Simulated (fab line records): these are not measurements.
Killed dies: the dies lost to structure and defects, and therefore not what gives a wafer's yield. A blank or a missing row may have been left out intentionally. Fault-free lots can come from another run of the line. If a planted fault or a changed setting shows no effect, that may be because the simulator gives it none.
fab line records | flow sky130
record lots=6 | wafers=18 | last-day=50
route steps=708 shown VIA1@472 METAL2@483 PAD_OPEN@708
lots that met no fault: from a run of the same line without faults
start-h: the number of hours between the record's first day and the start of the first shown wafer of the lot | wait-h: how many hours have passed since the lot's step before this one | " identical to the entry in the row above | L1.1+2: a row that stands for several wafers | - no value, or no start given | * or withheld: withheld | < > ~ a bound
route shown NAME@n: names a module that has steps shown in the file, with the first one's number in the route | usual: mean and standard deviation over wafers with no fault | same: alike in all rows | chamber/n: place in a boat | sites: each site's reading | _std_site: the values' standard deviation | _edge_site: mean of outer sites minus mean of inner sites | radius-mm: how far each site lies from the wafer's centre | mask NAME#n: copy n | behind: the most recent tool/chamber to have shaped the wafer | hold: reason for holding the lot/hours on hold/outcome of the hold | device: the n, p or np transistor that did not switch | end of line: at the end of the route, the tests of the same wafers | a step given without rows: its recipe and nothing more | killed: not the wafer's yield, but the dies lost to structure and defects at the first sort | map: the dies of a wafer, with x for killed, . for not killed, _ for no die there
set.NAME: the run value of the setting; set.NAME@STEP: its run value at that earlier step | model.NAME: the simulator's own value behind a step, which no gauge read
certain route steps with their lots: each step a table, each wafer a row
services: when a tool's chamber went out of use (start-h, in hours from the record's first day, below 0 if earlier), for how many hours, and the reason
## steps
# step SKY_VIA1_ETCH_14
# recipe chemistry=N2/H2 | target=BARC | ion-energy-ev=200 | source-w=500 | bias-w=100 | pressure-mtorr=30 | n2-flow-sccm=100 | h2-flow-sccm=200 | stop-on=SiO2 | time-s=45.9 | target-depth-a=600
# usual drypump-motor-current-A=5.9/0.41 | oes-product-au=0.854/0.0053 | throttle-valve-pct=13.223/0.0096
lot.wafer | tool        | chamber | start-h | wait-h | drypump-motor-current-A | oes-product-au | rf-hours-counter-h | throttle-valve-pct
L600.1    | rie-diel-03 | 3       | 851.69  | 0.0    | 6.1                     | 0.863          | 21                 | 13.228
L600.3    | "           | 1       | "       | "      | 6.3                     | 0.853          | 14                 | 13.234
L600.5    | "           | 1       | "       | "      | 6.3                     | 0.847          | -                  | 13.222
L602.1    | rie-diel-01 | 1       | 857.04  | 0.0    | 6.1                     | 0.853          | 22                 | 13.212
L602.3    | "           | 3       | "       | "      | 6.0                     | 0.853          | 12                 | 13.224
L602.4    | "           | 0       | "       | "      | 6.2                     | 0.851          | 21                 | 13.221
L609.1    | rie-diel-01 | 1       | 899.59  | 0.0    | 6.1                     | 0.840          | 24                 | 13.230
L609.2    | "           | 2       | "       | "      | 5.3                     | 0.851          | 15                 | 13.225
L609.6    | "           | 2       | "       | "      | 5.3                     | 0.854          | -                  | 13.224
L610.1    | rie-diel-03 | 1       | 905.99  | 0.0    | 6.3                     | 0.859          | 16                 | 13.217
L610.4    | "           | 3       | "       | "      | 6.1                     | 0.859          | 23                 | 13.214
L610.6    | "           | 0       | "       | "      | 6.6                     | 0.848          | -                  | 13.211
L614.1    | rie-diel-03 | 2       | 931.39  | 0.0    | 5.5                     | 0.850          | 18                 | 13.226
L614.4    | "           | 0       | "       | "      | 6.6                     | 0.850          | 13                 | 13.208
L614.6    | "           | 3       | "       | "      | 6.1                     | 0.851          | -                  | 13.247
L615.2    | rie-diel-01 | 3       | 946.59  | 0.0    | 6.0                     | 0.853          | 16                 | 13.218
L615.4    | "           | 0       | "       | "      | 6.2                     | 0.862          | 22                 | 13.225
L615.5    | "           | 1       | "       | "      | 6.2                     | 0.853          | -                  | 13.221
# step SKY_VIA1_ETCH_15
# recipe target=SiO2 | chemistry=C4F8/O2/Ar | target-depth-nm=351 | stop-on=TiN | mask-material=KrF-thick | source-w=1500 | bias-w=1200 | pressure-mtorr=40 | c4f8-flow-sccm=withheld | O2_flow_sccm=6 | Ar_flow_sccm=300 | time-s=54
# usual oes-product-au=0.981/0.0056
lot.wafer | tool        | chamber | start-h | wait-h | oes-product-au | rf-hours-counter-h
L600.1    | rie-diel-03 | 3       | 851.73  | 0.0    | 0.984          | 21
L600.3    | "           | 1       | "       | "      | 0.976          | 14
L600.5    | "           | 1       | "       | "      | 0.981          | -
L602.1    | rie-diel-01 | 1       | 857.08  | 0.0    | 0.983          | 22
L602.3    | "           | 3       | "       | "      | 0.994          | 12
L602.4    | "           | 0       | "       | "      | 0.982          | 21
L609.1    | rie-diel-01 | 1       | 899.63  | 0.0    | 0.985          | 24
L609.2    | "           | 2       | "       | "      | 0.985          | 15
L609.6    | "           | 2       | "       | "      | 0.977          | -
L610.1    | rie-diel-03 | 1       | 906.03  | 0.0    | 0.971          | 16
L610.4    | "           | 3       | "       | "      | 0.987          | 23
L610.6    | "           | 0       | "       | "      | 0.978          | -
L614.1    | rie-diel-03 | 2       | 931.43  | 0.0    | 0.977          | 18
L614.4    | "           | 0       | "       | "      | 0.987          | 13
L614.6    | "           | 3       | "       | "      | 0.967          | -
L615.2    | rie-diel-01 | 3       | 946.64  | 0.0    | 0.983          | 16
L615.4    | "           | 0       | "       | "      | 0.982          | 22
L615.5    | "           | 1       | "       | "      | 0.971          | -
# step SKY_VIA1_STRIP_16
# recipe chemistry=O2/N2 | power-w=1400 | pressure-mtorr=1500 | platen-temp-c=withheld | o2-flow-sccm=3000 | n2-flow-sccm=300 | overash-fraction=0.5
# usual drypump-motor-current-A=5.67/0.22 | oes-product-au=0.415/0.0048 | strip-time-to-endpoint-s=4.454/0.026
lot.wafer | tool            | chamber | start-h | wait-h | drypump-motor-current-A | oes-product-au | rf-hours-counter-h | strip-time-to-endpoint-s
L600.1    | plasma-asher-01 | 1       | 851.78  | 0.0    | 5.73                    | 0.420          | 66                 | 4.485
L600.3    | "               | 0       | "       | "      | 5.56                    | 0.412          | -                  | 4.466
L600.5    | "               | 1       | "       | "      | 5.73                    | 0.415          | -                  | 4.469
L602.1    | plasma-asher-01 | 0       | 857.13  | 0.0    | 5.54                    | 0.414          | 67                 | 4.465
L602.3    | "               | 0       | "       | "      | 5.52                    | 0.414          | -                  | 4.430
L602.4    | "               | 1       | "       | "      | 5.69                    | 0.422          | -                  | 4.469
L609.1    | plasma-asher-02 | 0       | 899.68  | 0.0    | 5.42                    | 0.411          | 46                 | 4.477
L609.2    | "               | 1       | "       | "      | 6.03                    | 0.412          | 46                 | 4.464
L609.6    | "               | 0       | "       | "      | 5.41                    | 0.418          | -                  | 4.468
L610.1    | plasma-asher-04 | 0       | 906.08  | 0.0    | 5.42                    | 0.415          | 15                 | 4.462
L610.4    | "               | 0       | "       | "      | 5.40                    | 0.411          | -                  | 4.423
L610.6    | "               | 0       | "       | "      | 5.40                    | 0.410          | -                  | 4.454
L614.1    | plasma-asher-01 | 0       | 931.48  | 0.0    | 5.53                    | 0.420          | 74                 | 4.471
L614.4    | "               | 1       | "       | "      | 5.70                    | 0.414          | -                  | 4.472
L614.6    | "               | 0       | "       | "      | 5.53                    | 0.416          | -                  | 4.481
L615.2    | plasma-asher-04 | 1       | 946.68  | 0.0    | 5.91                    | 0.410          | 19                 | 4.431
L615.4    | "               | 0       | "       | "      | 5.44                    | 0.421          | -                  | 4.468
L615.5    | "               | 1       | "       | "      | 5.90                    | 0.418          | -                  | 4.467
# step SKY_VIA1_STRIP_17
# recipe chemistry=post-etch-residue-remover | time-s=1200 | temp-c=72.5
# step SKY_VIA1_CLEAN_18
# recipe chemistry=IPA | time-s=180 | temp-c=25
# step SKY_VIA1_CLEAN_19
# recipe chemistry=O3/DIW | dry=n2-spin
# step SKY_VIA1_SPUTTER_20
# recipe material=TiN | target-thk-nm=20 | chamber-pressure-pa=5 | power-w=4000 | time-s=80
# step SKY_VIA1_CVD_21
# recipe material=W | target-thk-nm=270 | time-s=80.902 | temp-c=400 | pressure-torr=40
# usual heater-power-w=850/41
lot.wafer | tool     | chamber | start-h | wait-h | heater-power-w
L600.1    | cvd-w-01 | 0       | 852.47  | 0.0    | 840
L600.3    | "        | 1       | "       | "      | 779
L600.5    | "        | 0       | "       | "      | 846
L602.1    | cvd-w-02 | 0       | 857.79  | 0.0    | 887
L602.3    | "        | 1       | "       | "      | 892
L602.4    | "        | 0       | "       | "      | 905
L609.1    | cvd-w-02 | 1       | 900.33  | 0.0    | 872
L609.2    | "        | 0       | "       | "      | 885
L609.6    | "        | 1       | "       | "      | 889
L610.1    | cvd-w-01 | 0       | 906.73  | 0.0    | 860
L610.4    | "        | 0       | "       | "      | 861
L610.6    | "        | 0       | "       | "      | 860
L614.1    | cvd-w-01 | 1       | 932.14  | 0.0    | 790
L614.4    | "        | 1       | "       | "      | 797
L614.6    | "        | 0       | "       | "      | 857
L615.2    | cvd-w-01 | 0       | 947.37  | 0.1    | 870
L615.4    | "        | 0       | "       | "      | 848
L615.5    | "        | 0       | "       | "      | 851
# step SKY_VIA1_RS_MEAS_22
# recipe thk-meas-gauge=four-point-probe | reads=W_of_VIA1_CVD_21+TiN_of_VIA1_SPUTTER_20
# usual VIA1_W_RS=0.430/0.0065
lot.wafer | tool          | chamber | start-h | wait-h | VIA1_W_RS[ohm/sq]
L600.1    | film-metro-03 | -       | 852.56  | 0.1    | 0.432
L600.3    | "             | -       | "       | "      | 0.425
L600.5    | "             | -       | "       | "      | 0.430
L602.1    | film-metro-02 | -       | 857.88  | 0.1    | 0.437
L602.3    | "             | -       | "       | "      | 0.418
L602.4    | "             | -       | "       | "      | 0.433
L609.1    | film-metro-03 | -       | 900.42  | 0.1    | 0.416
L609.2    | "             | -       | "       | "      | 0.433
L609.6    | "             | -       | "       | "      | 0.427
L610.1    | film-metro-03 | -       | 906.91  | 0.2    | 0.432
L610.4    | "             | -       | "       | "      | 0.432
L610.6    | "             | -       | "       | "      | 0.440
L614.1    | film-metro-03 | -       | 932.23  | 0.1    | 0.429
L614.4    | "             | -       | "       | "      | 0.427
L614.6    | "             | -       | "       | "      | 0.436
L615.2    | film-metro-02 | -       | 947.54  | 0.1    | 0.440
L615.4    | "             | -       | "       | "      | 0.436
L615.5    | "             | -       | "       | "      | 0.439
# step SKY_VIA1_THK_MEAS_23
# recipe thk-meas-gauge=xrf | reads=W_of_VIA1_CVD_21
# usual VIA1_W_THK=272/4.5
lot.wafer | tool          | chamber | start-h | wait-h | VIA1_W_THK[nm]
L600.1    | film-metro-03 | -       | 852.68  | 0.1    | 270
L600.3    | "             | -       | "       | "      | 273
L600.5    | "             | -       | "       | "      | 269
L602.1    | film-metro-02 | -       | 858.00  | 0.1    | 272
L602.3    | "             | -       | "       | "      | 282
L602.4    | "             | -       | "       | "      | 275
L609.1    | film-metro-03 | -       | 900.54  | 0.1    | 279
L609.2    | "             | -       | "       | "      | 267
L609.6    | "             | -       | "       | "      | 273
L610.1    | film-metro-03 | -       | 907.03  | 0.1    | 270
L610.4    | "             | -       | "       | "      | 269
L610.6    | "             | -       | "       | "      | 264
L614.1    | film-metro-03 | -       | 932.35  | 0.1    | 272
L614.4    | "             | -       | "       | "      | 273
L614.6    | "             | -       | "       | "      | 268
L615.2    | film-metro-02 | -       | 947.65  | 0.1    | 268
L615.4    | "             | -       | "       | "      | 270
L615.5    | "             | -       | "       | "      | 270
# step SKY_VIA1_CMP_24
# recipe stop-on=SiO2 | t-overpolish-s=15 | down-force-psi=3.5 | platen-rpm=60 | target-thk-nm=0 | pad-velocity-m-s=0.94248
# step SKY_METAL2_SPUTTER_00
# recipe material=Ti | target-thk-nm=15 | power-w=3000 | time-s=10 | chamber-pressure-pa=0.4
# step SKY_METAL2_SPUTTER_01
# recipe material=TiN | target-thk-nm=20 | power-w=6500 | time-s=16.7 | chamber-pressure-pa=0.4
# usual throttle-valve-pct=29.6/0.86
lot.wafer | tool           | chamber | start-h | wait-h | throttle-valve-pct | model.TiN_of_METAL2_SPUTTER_01.thk-nm
L600.1    | pvd-sputter-03 | -       | 853.06  | 0.0    | 30.5               | 19.83
L600.3    | "              | -       | "       | "      | 30.2               | 19.81
L600.5    | "              | -       | "       | "      | 30.6               | 19.96
L602.1    | pvd-sputter-01 | -       | 858.38  | 0.0    | 29.5               | 20.23
L602.3    | "              | -       | "       | "      | 29.4               | 20.3
L602.4    | "              | -       | "       | "      | 29.5               | 20.13
L609.1    | pvd-sputter-03 | -       | 900.92  | 0.0    | 29.0               | 20.03
L609.2    | "              | -       | "       | "      | 28.1               | 14.34
L609.6    | "              | -       | "       | "      | 29.0               | 20.02
L610.1    | pvd-sputter-03 | -       | 907.42  | 0.0    | 28.0               | 19.81
L610.4    | "              | -       | "       | "      | 30.4               | 14.57
L610.6    | "              | -       | "       | "      | 29.3               | 20.23
L614.1    | pvd-sputter-01 | -       | 932.73  | 0.0    | 29.7               | 20.28
L614.4    | "              | -       | "       | "      | 29.4               | 20.21
L614.6    | "              | -       | "       | "      | 29.7               | 20.25
L615.2    | pvd-sputter-04 | -       | 948.02  | 0.0    | 30.0               | 20.27
L615.4    | "              | -       | "       | "      | 30.4               | 20.57
L615.5    | "              | -       | "       | "      | 30.7               | 20.51
# step SKY_METAL2_SPUTTER_02
# recipe material=AlCu | target-thk-nm=250 | power-w=10600 | time-s=13.3 | chamber-pressure-pa=0.4
# usual throttle-valve-pct=29.6/0.85
lot.wafer | tool           | chamber | start-h | wait-h | throttle-valve-pct
L600.1    | pvd-sputter-03 | -       | 853.09  | 0.0    | 30.5
L600.3    | "              | -       | "       | "      | 30.1
L600.5    | "              | -       | "       | "      | 30.2
L602.1    | pvd-sputter-01 | -       | 858.41  | 0.0    | 29.6
L602.3    | "              | -       | "       | "      | 29.6
L602.4    | "              | -       | "       | "      | 29.7
L609.1    | pvd-sputter-03 | -       | 900.95  | 0.0    | 28.8
L609.2    | "              | -       | "       | "      | 28.0
L609.6    | "              | -       | "       | "      | 29.2
L610.1    | pvd-sputter-03 | -       | 907.44  | 0.0    | 28.2
L610.4    | "              | -       | "       | "      | 30.6
L610.6    | "              | -       | "       | "      | 29.3
L614.1    | pvd-sputter-01 | -       | 932.76  | 0.0    | 29.6
L614.4    | "              | -       | "       | "      | 29.4
L614.6    | "              | -       | "       | "      | 29.6
L615.2    | pvd-sputter-04 | -       | 948.05  | 0.0    | 29.7
L615.4    | "              | -       | "       | "      | 30.6
L615.5    | "              | -       | "       | "      | 30.8
# step SKY_PAD_OPEN_PROBE_99
# usual defect-limited-yield=82.5/1.7 | killed_at_M0_to_M3=43/6.1 | killed_at_M4_up=3.5/2 | killed-at-contacts=25/5.1 | killed-at-front-end=14/4.2 | killed-at-other=0.3/0.55 | killed-dies=86/8.3 | killed-open=46/7.2 | killed-short=39/6 | sort_bin_3_pad_short=0.9/0.42 | sort_bin_5_function=10.3/1.4 | sort_bin_6_memory=6.3/1.1 | sort-n-pass=406/8.3 | sort-yield-pct=82.5/1.7
# same gross-dies=492 | killed-at-back-side=0 | sort_bin_4_leakage[%]=0 | sort_bin_8_speed[%]=0
lot.wafer | tool      | chamber | start-h | wait-h | defect-limited-yield[%] | killed_at_M0_to_M3 | killed_at_M4_up | killed-at-contacts | killed-at-front-end | killed-at-other | killed-dies | killed-open | killed-short | sort_bin_3_pad_short[%] | sort_bin_5_function[%] | sort_bin_6_memory[%] | sort-n-pass | sort-yield-pct[%]
L615.2    | prober-02 | -       | 1190.43 | 0.1    | 85.4                    | 36                 | 0               | 24                 | 12                  | 0               | 72          | 47          | 25           | 1.0                     | 8.7                    | 4.9                  | 420         | 85.4
L615.4    | prober-02 | -       | 1190.53 | 0.2    | 81.5                    | 52                 | 2               | 26                 | 11                  | 0               | 91          | 60          | 30           | 0.2                     | 11.0                   | 7.3                  | 401         | 81.5
L615.5    | prober-02 | -       | 1190.58 | 0.2    | 82.3                    | 54                 | 3               | 17                 | 12                  | 1               | 87          | 57          | 30           | 0.8                     | 10.0                   | 6.9                  | 405         | 82.3
# killed by level:class
L615.2 VIA1:geometric-particle:open=13 CONTACT:geometric-particle:open=12 FIELD_ISO:geometric-particle:open=7 VIA1:geometric-particle:short=7 CONTACT:geometric-particle:short=4 METAL1:geometric-particle:short=4 VIA3:geometric-particle:open=4 LI_CONTACT:geometric-particle:open=3
L615.4 VIA1:geometric-particle:open=16 CONTACT:geometric-particle:open=11 VIA2:geometric-particle:open=11 METAL2:geometric-particle:short=8 LI_CONTACT:geometric-particle:open=7 VIA3:geometric-particle:open=6 LOCAL_INTERCONNECT:geometric-particle:short=5 METAL3:geometric-particle:short=4
L615.5 VIA1:geometric-particle:open=16 VIA2:geometric-particle:open=8 CONTACT:geometric-particle:open=8 VIA3:geometric-particle:open=7 VIA1:geometric-particle:short=5 FIELD_ISO:geometric-particle:open=4 POLY_GATE:geometric-particle:open=4 METAL2:geometric-particle:short=4
## services
tool            | chamber | start-h | hours | kind
pvd-sputter-04  | 3       | 832.59  | -     | consumable-replace:kit
pvd-sputter-04  | 3       | 832.59  | 18.0  | scheduled-down
pvd-sputter-04  | 3       | 832.59  | 18.0  | vent-cycle
rie-diel-01     | -       | 838.49  | 2.8   | pm
rie-diel-01     | -       | 841.29  | 0.9   | repair
pvd-sputter-01  | 1       | 843.57  | -     | consumable-replace:kit
pvd-sputter-01  | 1       | 843.57  | 18.0  | scheduled-down
pvd-sputter-01  | 1       | 843.57  | 18.0  | vent-cycle
plasma-asher-02 | -       | 850.81  | 1.6   | repair
pvd-sputter-03  | -       | 865.21  | 0.6   | repair
rie-diel-01     | 0       | 867.30  | 57.4  | repair
cvd-w-02        | 1       | 881.13  | 3.2   | repair
pvd-sputter-01  | -       | 887.20  | 4.6   | repair
pvd-sputter-04  | -       | 890.47  | 2.5   | repair
pvd-sputter-03  | 0       | 891.77  | -     | consumable-replace:kit
pvd-sputter-03  | 0       | 891.77  | 18.0  | scheduled-down
pvd-sputter-03  | 0       | 891.77  | 18.0  | vent-cycle
cvd-w-01        | -       | 893.63  | 1.3   | repair
cvd-w-01        | 1       | 894.20  | 21.8  | repair
cvd-w-02        | -       | 904.00  | 14.0  | pm
rie-diel-01     | -       | 932.51  | 0.6   | repair
plasma-asher-02 | -       | 934.73  | 2.8   | pm
pvd-sputter-03  | -       | 939.12  | 3.3   | repair
cvd-w-01        | 1       | 945.56  | 2.8   | repair
## key
first-sign none at tools or gauges
model-effect step=SKY_METAL2_SPUTTER_01 | value=TiN_of_METAL2_SPUTTER_01.thk-nm | without=19.91 | struck=14.45
met-at SKY_METAL2_SPUTTER_01
struck-wafers L609.2,L610.4
onset-between 853.06 900.92
fault kind=process-parameter-drift | tool=pvd-sputter-03 | chamber=- | onset-h=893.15 | steps=SKY_METAL2_SPUTTER_01 | channel=target-thk-nm | offset=-5.4596 | shape=step | end-h=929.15 | scope=struck-wafers-only | acts-in=these-recipes-only | stated=20
